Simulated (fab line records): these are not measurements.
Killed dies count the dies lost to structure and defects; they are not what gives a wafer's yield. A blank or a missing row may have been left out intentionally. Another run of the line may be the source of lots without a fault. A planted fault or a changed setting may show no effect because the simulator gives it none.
2 desks, one fault / flow sky130 / numbers are kept per desk, each desk with only its own; the story behind them comes last

== METROLOGY DESK ==
What the gauges read, lot by lot, whatever tool the lot ran on: means of the sampled wafers that have a number. If a lot's mean is further than 4 standard deviations from the usual mean, the lot is out of limits and carries the mark OUT (the distance appears in the brackets).
Columns: A = cd-nm at SKY_SD_P_CD_MEAS_07, usual 380.0 nm; B = SD_N_TW at SKY_SD_N_TW_MEAS_12, usual 4006; C = SD_N_RS at SKY_SD_N_RS_MEAS_16, usual 68.48 ohm/sq
lot=L688; first seen here=day 25 12:13; A=375.4; B=3942; C=68.36
lot=L692; first seen here=day 27 07:49; A=380.6; B=4068; C=68.41
lot=L693; first seen here=day 27 21:07; A=382.9; B=4007; C=68.56
lot=L694; first seen here=day 28 02:23; A=383.8; B=4020; C=68.41
lot=L696; first seen here=day 29 00:02; A=380.1; B=3970; C=68.45
lot=L700; first seen here=day 30 06:53; A=378.9; B=3949; C=68.56
lot=L704; first seen here=day 31 11:38; A=378.8; B=3913; C=77.37 (+68) OUT
lot=L706; first seen here=day 32 04:09; A=377.8; B=3892; C=77.45 (+69) OUT
lot=L707; first seen here=day 32 13:33; A=378.7; B=4030; C=68.55
lot=L710; first seen here=day 33 15:33; A=381.4; B=4001; C=68.52
This desk finds L704, L706 out of limits, with the earliest case on L704 at day 33 18:53 (SD_N_RS at SKY_SD_N_RS_MEAS_16). In limits: L688, L692, L693, L694, L696, L700, L707, L710.

== FOR THE TOOL OWNER'S DESK: implanter-01 ==
The tool's own readings at SKY_SD_N_IMPLANT_09, given as means over the sampled wafers that have a number, one for each lot that went through this tool. If a lot's mean is further than 4 standard deviations from the usual mean, the lot is out of limits and carries the mark OUT (the distance appears in the brackets).
Columns: A = beam-on-s at SKY_SD_N_IMPLANT_09, usual 18.3 s; B = dose-ions-cm2 at SKY_SD_N_IMPLANT_09, usual 4e+15
lot=L688; first seen here=day 27 23:22; A=18.5; B=4e+15
lot=L693; first seen here=day 30 06:44; A=18.4; B=4e+15
lot=L704; first seen here=day 33 18:13; A=10.0 (-5.2) OUT; B=2e+15 (-99 or more) OUT
lot=L706; first seen here=day 34 10:15; A=10.1 (-5.1) OUT; B=2e+15 (-99 or more) OUT
This desk finds L704, L706 out of limits, L704 being first, at day 33 18:13 (beam-on-s at SKY_SD_N_IMPLANT_09). In limits: L688, L693.

== BROUGHT TOGETHER ==
The tool owner's desk had the chance to raise an alarm at day 33 18:13 on L704, L706.
On L704, L706, the metrology desk was in a position to raise an alarm at day 33 18:53.
Every lot named ran SKY_SD_N_IMPLANT_09 on implanter-01.

== WHAT THE SIMULATOR HAD PUT IN ==
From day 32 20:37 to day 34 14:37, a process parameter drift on implanter-01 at SKY_SD_N_IMPLANT_09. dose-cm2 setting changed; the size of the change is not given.
Lots struck among those shown: L704, L706.
Time in hours from fault onset to the first out-of-limits reading at each desk: tool owner's desk 22, metrology desk 22.
